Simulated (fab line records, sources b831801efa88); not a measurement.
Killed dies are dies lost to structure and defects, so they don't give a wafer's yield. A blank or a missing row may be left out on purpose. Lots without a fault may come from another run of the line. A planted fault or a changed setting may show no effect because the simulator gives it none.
One fault seen from 2 desks | flow sfq_line | each desk has only its own numbers; what lay behind them comes last

THE METROLOGY DESK
What the gauges read, lot by lot, whatever tool the lot ran on: means of the sampled wafers that have a number. A lot is out of limits, marked OUT, if its mean lies more than 4 standard deviations from the usual mean; the brackets give that distance.
Columns: A = M7_OVL at SFQ_M7_OVL_MEAS_945, usual 3 nm
lot  | first seen here | A
L846 | day 77 04:12    | 3
L849 | day 77 11:25    | 3
L850 | day 77 14:59    | 2
L852 | day 81 11:52    | 6
L853 | day 81 15:28    | 9
L854 | day 81 23:51    | 0
L859 | day 84 08:30    | 3
L861 | day 84 13:19    | 1
L864 | day 84 22:54    | -1
L865 | day 85 10:04    | 3
L866 | day 85 11:16    | 7
L867 | day 85 12:28    | 4
L868 | day 85 14:52    | 8
L869 | day 85 16:11    | -3
This desk's finding: nothing out of limits on any of the 14 lots.

THE TOOL OWNER'S DESK: rie_diel-01
The tool's own readings at SFQ_TRILAYER_I6_VIA_BARC_OPEN_VIA_ETCH_235 (etches BARC in O2, target depth 125 nm, time 41.7 s): means of the sampled wafers that have a number, for each lot that ran on this tool. A lot is out of limits, marked OUT, if its mean lies more than 4 standard deviations from the usual mean; the brackets give that distance.
Columns: A = bias_w at SFQ_TRILAYER_I6_VIA_BARC_OPEN_VIA_ETCH_235, usual 79.96 W; B = drypump_motor_current_A at SFQ_TRILAYER_I6_VIA_BARC_OPEN_VIA_ETCH_235, usual 5.8 A; C = oes_product_au at SFQ_TRILAYER_I6_VIA_BARC_OPEN_VIA_ETCH_235, usual 0.686 a.u.
lot  | first seen here | A               | B   | C
L849 | day 77 04:54    | 79.89           | 6.2 | 0.683
L853 | day 77 23:26    | 68.94 (-46) OUT | 6.2 | 0.685
L854 | day 78 07:50    | 68.61 (-47) OUT | 6.1 | 0.688
L867 | day 81 22:41    | 79.86           | 6.2 | 0.681
This desk's finding: out of limits on L853, L854; first on L853, day 77 23:26 (bias_w at SFQ_TRILAYER_I6_VIA_BARC_OPEN_VIA_ETCH_235). In limits: L849, L867.

PUT TOGETHER
The tool owner's desk could have raised an alarm at day 77 23:26, on L853, L854.
The metrology desk saw nothing out of limits.
The metrology desk has L853, L854 on record, within its limits.
Of the lots named, all ran SFQ_TRILAYER_I6_VIA_BARC_OPEN_VIA_ETCH_235 on rie_diel-01.

WHAT THE SIMULATOR HAD PUT IN
Process parameter drift: rie_diel-01, from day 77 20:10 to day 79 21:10, at SFQ_TRILAYER_I6_VIA_BARC_OPEN_VIA_ETCH_235. Setting bias_w, moved by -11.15, from 80. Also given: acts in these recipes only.
Lots struck among those shown: L853, L854.
Hours from the fault's start to each desk's first reading out of limits: the tool owner's desk, 3.
